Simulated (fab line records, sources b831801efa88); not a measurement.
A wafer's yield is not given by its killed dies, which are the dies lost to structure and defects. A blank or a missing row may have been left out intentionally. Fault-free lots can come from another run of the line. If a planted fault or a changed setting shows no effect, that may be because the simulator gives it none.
Which tool did it? ; flow gf180mcu ; Sampling: 24 lots, 72 wafers, 6 of 602 route steps

WHAT EACH GAUGE READ, for each wafer
GF_M1_OVL_MEAS_15.
lot;measured;on;M1_OVL (nm)
L074;day 17 03:29;overlay-02;-2 5 9
L075;day 17 08:36;overlay-02;1 0 7
L076;day 17 14:36;overlay-02;2 13 6
L077;day 18 05:54;overlay-02;2 1 -3
L078;day 18 10:35;overlay-02;13 13 12
L079;day 19 00:32;overlay-02;-1 5 -2
L080;day 19 11:44;overlay-01;5 1 3
L081;day 19 17:38;overlay-01;10 13 9
L082;day 20 03:48;overlay-02;9 3 11
L083;day 20 15:14;overlay-01;12 -1 9
L084;day 20 21:44;overlay-02;6 4 12
L085;day 20 23:01;overlay-01;1 3 4
L086;day 21 14:08;overlay-02;7 14 5
L087;day 21 22:32;overlay-01;8 3 -3
L088;day 22 15:53;overlay-01;2 13 7
L089;day 22 19:23;overlay-01;3 3 4
L090;day 22 21:17;overlay-01;8 13 9
L091;day 23 16:50;overlay-01;6 0 -4
L092;day 24 00:32;overlay-02;-5 3 -3
L093;day 24 14:32;overlay-01;0 -6 3
L094;day 24 15:20;overlay-01;3 0 1
L095;day 24 20:26;overlay-01;2 9 -4
L096;day 25 07:42;overlay-01;9 0 9
L097;day 25 10:53;overlay-01;4 4 0

GF_V1_THK_MEAS_01.
lot;measured;on;V1_CVD_00_THK (nm)
L074;day 17 04:21;film metro-04;593 589 593
L075;day 17 09:21;film metro-04;604 599 590
L076;day 17 15:21;film metro-02;599 609 602
L077;day 18 06:40;film metro-04;591 602 597
L078;day 18 11:21;film metro-04;602 603 592
L079;day 19 01:18;film metro-02;604 601 608
L080;day 19 12:36;film metro-04;602 605 591
L081;day 19 18:25;film metro-02;598 601 587
L082;day 20 04:40;film metro-02;588 594 597
L083;day 20 15:59;film metro-03;598 588 597
L084;day 20 22:29;film metro-02;602 610 600
L085;day 20 23:47;film metro-03;596 602 587
L086;day 21 14:55;film metro-03;596 601 603
L087;day 21 23:17;film metro-02;602 593 613
L088;day 22 16:43;film metro-02;608 609 601
L089;day 22 20:10;film metro-04;604 609 605
L090;day 22 22:02;film metro-02;601 602 613
L091;day 23 17:35;film metro-04;609 602 595
L092;day 24 01:20;film metro-02;598 602 600
L093;day 24 15:18;film metro-04;591 602 590
L094;day 24 16:09;film metro-04;598 609 601
L095;day 24 21:11;film metro-02;598 592 595
L096;day 25 08:28;film metro-02;596 596 598
L097;day 25 11:39;film metro-02;599 597 595

GF_V2_CD_MEAS_14 targets a cd of 260 nm.
lot;measured;on;cd nm (nm)
L074;day 20 06:04;cd sem-02;259.4 260.1 260.5
L075;day 20 12:44;cd sem-01;261.0 261.6 261.4
L076;day 20 19:46;cd sem-02;259.0 258.9 260.3
L077;day 21 11:17;cd sem-01;260.8 262.2 261.4
L078;day 21 15:11;cd sem-02;258.5 258.1 257.5
L079;day 22 05:33;cd sem-02;262.5 261.5 260.7
L080;day 22 16:52;cd sem-01;259.4 259.3 258.8
L081;day 22 20:55;cd sem-01;256.9 258.0 257.3
L082;day 23 06:11;cd sem-01;259.5 258.9 258.4
L083;day 23 18:01;cd sem-01;260.4 261.3 261.8
L084;day 23 23:19;cd sem-01;260.7 259.6 260.9
L085;day 24 00:50;cd sem-01;258.4 259.7 259.6
L086;day 24 15:25;cd sem-02;259.9 261.8 260.8
L087;day 24 23:10;cd sem-02;259.1 258.4 258.4
L088;day 25 15:46;cd sem-01;258.0 257.2 258.1
L089;day 25 18:05;cd sem-01;258.1 258.6 257.7
L090;day 25 19:37;cd sem-01;259.7 259.6 259.2
L091;day 26 14:10;cd sem-02;261.5 263.0 262.2
L092;day 26 21:01;cd sem-02;260.0 259.7 259.1
L093;day 27 10:55;cd sem-01;260.7 260.4 260.4
L094;day 27 11:43;cd sem-01;260.6 261.0 261.4
L095;day 27 15:49;cd sem-01;258.4 258.8 258.9
L096;day 28 02:31;cd sem-02;260.2 260.1 259.9
L097;day 28 04:08;cd sem-02;261.8 261.0 260.8

GF_V2_OVL_MEAS_15.
lot;measured;on;V2_OVL (nm)
L074;day 20 06:11;overlay-01;7 -2 2
L075;day 20 12:50;overlay-01;4 4 8
L076;day 20 19:53;overlay-01;-2 -6 2
L077;day 21 11:23;overlay-01;0 2 10
L078;day 21 15:17;overlay-02;7 15 4
L079;day 22 05:39;overlay-02;5 4 6
L080;day 22 16:59;overlay-02;5 11 9
L081;day 22 21:02;overlay-02;18 17 16
L082;day 23 06:17;overlay-01;6 3 -1
L083;day 23 18:08;overlay-01;3 -1 -4
L084;day 23 23:26;overlay-02;7 3 4
L085;day 24 00:55;overlay-01;9 0 0
L086;day 24 15:32;overlay-02;0 3 9
L087;day 24 23:17;overlay-01;10 -4 9
L088;day 25 15:52;overlay-02;4 2 3
L089;day 25 18:11;overlay-02;-1 10 4
L090;day 25 19:44;overlay-02;15 11 6
L091;day 26 14:17;overlay-02;3 -7 4
L092;day 26 21:08;overlay-01;5 1 3
L093;day 27 11:02;overlay-01;-5 6 -3
L094;day 27 11:50;overlay-02;4 3 4
L095;day 27 15:56;overlay-01;7 6 14
L096;day 28 02:38;overlay-01;10 8 4
L097;day 28 04:14;overlay-02;1 0 -9

GF_V3_THK_MEAS_01.
lot;measured;on;V3_CVD_00_THK (nm)
L074;day 21 08:38;film metro-04;602 604 603
L075;day 21 15:34;film metro-03;605 610 606
L076;day 21 22:28;film metro-04;598 597 591
L077;day 22 13:40;film metro-02;597 595 603
L078;day 22 17:23;film metro-02;596 605 593
L079;day 23 07:07;film metro-03;602 604 605
L080;day 23 18:16;film metro-02;603 600 601
L081;day 23 21:50;film metro-02;597 595 595
L082;day 24 07:02;film metro-02;583 601 596
L083;day 24 18:45;film metro-04;602 590 597
L084;day 24 23:53;film metro-03;601 597 600
L085;day 25 01:37;film metro-02;599 598 603
L086;day 25 16:05;film metro-04;596 600 598
L087;day 25 23:18;film metro-02;597 607 599
L088;day 26 15:45;film metro-02;592 605 595
L089;day 26 17:14;film metro-03;606 596 605
L090;day 26 18:11;film metro-02;604 592 596
L091;day 27 13:09;film metro-04;612 607 616
L092;day 27 20:09;film metro-04;598 597 610
L093;day 28 08:28;film metro-03;600 602 594
L094;day 28 09:26;film metro-03;592 602 618
L095;day 28 14:03;film metro-03;607 590 601
L096;day 29 00:08;film metro-04;597 592 606
L097;day 29 02:09;film metro-04;599 594 595

EACH LOT AND THE TOOL THAT RAN IT (in order: tool; ch and the chambers of the sampled wafers; start)
lot;GF_CONTACT_SPUTTER_23
L074;pvd sputter-04, day 16 04:13
L075;pvd sputter-03, day 16 09:15
L076;pvd sputter-01, day 16 14:30
L077;pvd sputter-04, day 17 05:16
L078;pvd sputter-04, day 17 10:35
L079;pvd sputter-04, day 17 20:25
L080;pvd sputter-03, day 18 10:56
L081;pvd sputter-01, day 18 16:15
L082;pvd sputter-04, day 19 01:29
L083;pvd sputter-01, day 19 14:11
L084;pvd sputter-04, day 19 20:48
L085;pvd sputter-03, day 19 21:41
L086;pvd sputter-03, day 20 12:43
L087;pvd sputter-01, day 20 21:24
L088;pvd sputter-01, day 21 15:35
L089;pvd sputter-04, day 21 18:49
L090;pvd sputter-01, day 21 21:31
L091;pvd sputter-01, day 22 17:11
L092;pvd sputter-04, day 23 00:54
L093;pvd sputter-04, day 23 15:11
L094;pvd sputter-01, day 23 16:26
L095;pvd sputter-01, day 23 21:23
L096;pvd sputter-01, day 24 08:38
L097;pvd sputter-04, day 24 12:23
- GF_CONTACT_SPUTTER_23: material TiN, target thk 10 nm, time 40 s.

AS READ BY THE TOOLS THEMSELVES (means over the sampled wafers that have a number; for cases with no such wafer, the mark the record gives instead)
GF_CONTACT_SPUTTER_23.
lot;tool;throttle valve pct (%)
L074;pvd sputter-04;30.1
L075;pvd sputter-03;29.9
L076;pvd sputter-01;29.0
L077;pvd sputter-04;30.4
L078;pvd sputter-04;30.0
L079;pvd sputter-04;30.2
L080;pvd sputter-03;31.4
L081;pvd sputter-01;29.9
L082;pvd sputter-04;29.9
L083;pvd sputter-01;29.6
L084;pvd sputter-04;30.1
L085;pvd sputter-03;27.9
L086;pvd sputter-03;31.0
L087;pvd sputter-01;29.9
L088;pvd sputter-01;30.5
L089;pvd sputter-04;29.9
L090;pvd sputter-01;30.9
L091;pvd sputter-01;30.3
L092;pvd sputter-04;30.0
L093;pvd sputter-04;30.3
L094;pvd sputter-01;30.0
L095;pvd sputter-01;29.6
L096;pvd sputter-01;30.0
L097;pvd sputter-04;29.7

THE ANSWER, worked out from the rows above alone
Rule: usual is defined by the lots themselves. Put in order of their means at a reading, lots are off if they are a third of the lots or fewer, leave a main group of 4 or more, and stand apart from it by a gap of 3 or more times the standard deviation of the main group's means; of several such gaps the widest counts. Not used: any main group whose means are identical at the precision the tables above print for the reading. A lot without any number at a reading at which 4 lots or more have one is off too. All remaining lots with rows at the step are treated as sound. The gauges are gone through in route order, then the tools' own readings, and for those a lot's mean is taken as printed above. At the first step where some lot is off, the reading lying furthest off is the one used; lots without a number count as furthest.
None of the lots is off at any reading shown; this tells nothing.

WHAT WAS PUT IN BY THE SIMULATOR
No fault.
